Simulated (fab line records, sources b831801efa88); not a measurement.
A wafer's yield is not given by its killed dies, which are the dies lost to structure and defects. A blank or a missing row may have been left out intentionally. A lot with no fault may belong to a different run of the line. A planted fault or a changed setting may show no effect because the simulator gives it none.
Split-lot trial | flow sky130 | route with 708 steps; 5 lots, 23 wafers read

== SPLIT DETAILS ==
At SKY_CAP2M_METAL_ETCH_13 (etches TiN in Cl2/BCl3, stops on SiO2, target depth 220 nm, time 62.9 s), the setting time_s was moved away from the recipe's 62.9 s on 12 of the 23 wafers read, by -9.0% to +13.7%. The other wafers ran this setting at the recipe's value.

== FROM THE SPLIT TO THE READING: what the file shows between them, 5 steps ==
- SKY_CAP2M_STRIP_14: strips in O2/N2
- SKY_METAL4_COAT_08: resist thk 1140 nm (also split here: spin_rpm)
- SKY_METAL4_DEVELOP_12: develop time 60 s (also split here: dev_temp_c)
- SKY_METAL4_DESCUM_15: chemistry O2, time 8 s
- SKY_METAL4_ETCH_16: etches BARC in N2/H2, stops on SiO2, time 86.74 s, target depth 60 nm

== THE READING ==
oes_product_au, in a.u., at SKY_METAL4_ETCH_17 (etches SiO2 in C4F8/O2/Ar, stops on TiN, time 3.9 s, target depth 15 nm). Fault-free wafers of this fab line usually give 0.753 a.u., standard deviation 0.0076 a.u.

wafer  | tool, chamber at the split | time_s as run, s | against the recipe | oes_product_au, a.u. | against lot-mates on the recipe
L077.1 | rie_metal-03, 1            | 62.9             | recipe             | 0.749                | -
L077.2 | rie_metal-03, 0            | 57.21            | -9.0%              | 0.751                | +0.001
L077.3 | rie_metal-03, 1            | 62.9             | recipe             | 0.751                | -
L077.5 | rie_metal-03, 1            | 57.21            | -9.0%              | 0.750                | +0.000
L077.6 | rie_metal-03, 0            | 57.21            | -9.0%              | 0.759                | +0.009
L080.2 | rie_metal-01, 0            | 62.9             | recipe             | 0.743                | -
L080.4 | rie_metal-01, 0            | 62.9             | recipe             | 0.754                | -
L080.5 | rie_metal-01, 1            | 62.9             | recipe             | 0.763                | -
L082.1 | rie_metal-01, 1            | 67.31            | +7.0%              | 0.714                | -0.048
L082.3 | rie_metal-01, 0            | 67.31            | +7.0%              | 0.707                | -0.055
L082.4 | rie_metal-01, 1            | 62.9             | recipe             | 0.762                | -
L082.5 | rie_metal-01, 1            | 67.31            | +7.0%              | 0.720                | -0.042
L082.6 | rie_metal-01, 0            | 62.9             | recipe             | 0.763                | -
L084.1 | rie_metal-02, 1            | 65.73            | +4.5%              | 0.733                | -0.027
L084.2 | rie_metal-02, 1            | 65.73            | +4.5%              | 0.735                | -0.025
L084.3 | rie_metal-02, 1            | 62.9             | recipe             | 0.757                | -
L084.5 | rie_metal-02, 1            | 65.73            | +4.5%              | 0.743                | -0.017
L084.6 | rie_metal-02, 1            | 62.9             | recipe             | 0.764                | -
L085.1 | rie_metal-02, 1            | 71.54            | +13.7%             | 0.665                | -0.095
L085.2 | rie_metal-02, 1            | 71.54            | +13.7%             | 0.678                | -0.082
L085.3 | rie_metal-02, 1            | 71.54            | +13.7%             | 0.670                | -0.090
L085.4 | rie_metal-02, 1            | 62.9             | recipe             | 0.763                | -
L085.5 | rie_metal-02, 1            | 62.9             | recipe             | 0.758                | -

THE FIT
A straight line over all 23 wafers: oes_product_au changes by -0.00399 a.u. for each +1% of time_s; r = -0.84; the points scatter about the line by 0.017 a.u.
The same after taking each lot's own level away (the mean of its wafers on the recipe; 23 wafers): -0.00449 a.u. for each +1%; r = -0.89; scatter 0.016 a.u.
According to that fit, moving time_s by its largest amount changes the reading by 0.062 a.u.
The lots' own levels span 0.7500 to 0.7625 a.u., that is 1.6 times the standard deviation above.
So the lot-to-lot level changes the slope: the two fits differ.
Check: with one of the wafers moved furthest among these (+13.7%) left out of the fit, the line predicts -0.0675 a.u. for it against its lot-mates. Against them it came out at -0.0955 a.u.

== THE OTHER SPLITS THESE WAFERS WENT THROUGH ==
Other splits were also applied to these wafers ahead of the reading. Each is held against what the fit with the lots' levels taken away leaves over:
other split on the same wafers   | wafers away from the commonest value | r with oes_product_au (lot level and that fit taken away)
SKY_METAL4_COAT_08 spin_rpm      | 9                                    | +0.31
SKY_METAL4_DEVELOP_12 dev_temp_c | 6                                    | +0.31

== THE WHOLE CHAIN: every reading that the file lists as answering this split, in the file's order ==
step                    | what it does                                                            | reading                                                                          | change (the file's fit)                   | r (the file's)
SKY_CAP2M_METAL_ETCH_13 | etches TiN in Cl2/BCl3, stops on SiO2, target depth 220 nm, time 62.9 s | NOVOLAK_of_CAP2M_COAT_07.thk_nm (the simulator's own value, which no gauge read) | -1.51 nm for each +1% of the setting      | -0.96
SKY_CAP2M_METAL_ETCH_13 | etches TiN in Cl2/BCl3, stops on SiO2, target depth 220 nm, time 62.9 s | SiO2_of_CAP2M_CVD_00.thk_nm (the simulator's own value, which no gauge read)     | -0.193 nm for each +1% of the setting     | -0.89
SKY_CAP2M_STRIP_14      | strips in O2/N2                                                         | strip_time_to_endpoint_s                                                         | withheld for each +1% of the setting      | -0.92
SKY_METAL4_ETCH_17      | etches SiO2 in C4F8/O2/Ar, stops on TiN, time 3.9 s, target depth 15 nm | oes_product_au                                                                   | -0.00503 a.u. for each +1% of the setting | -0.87

== THE FILE'S OWN FIT ==
oes_product_au changes by -0.00503 a.u. for each +1% of time_s, r = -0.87.
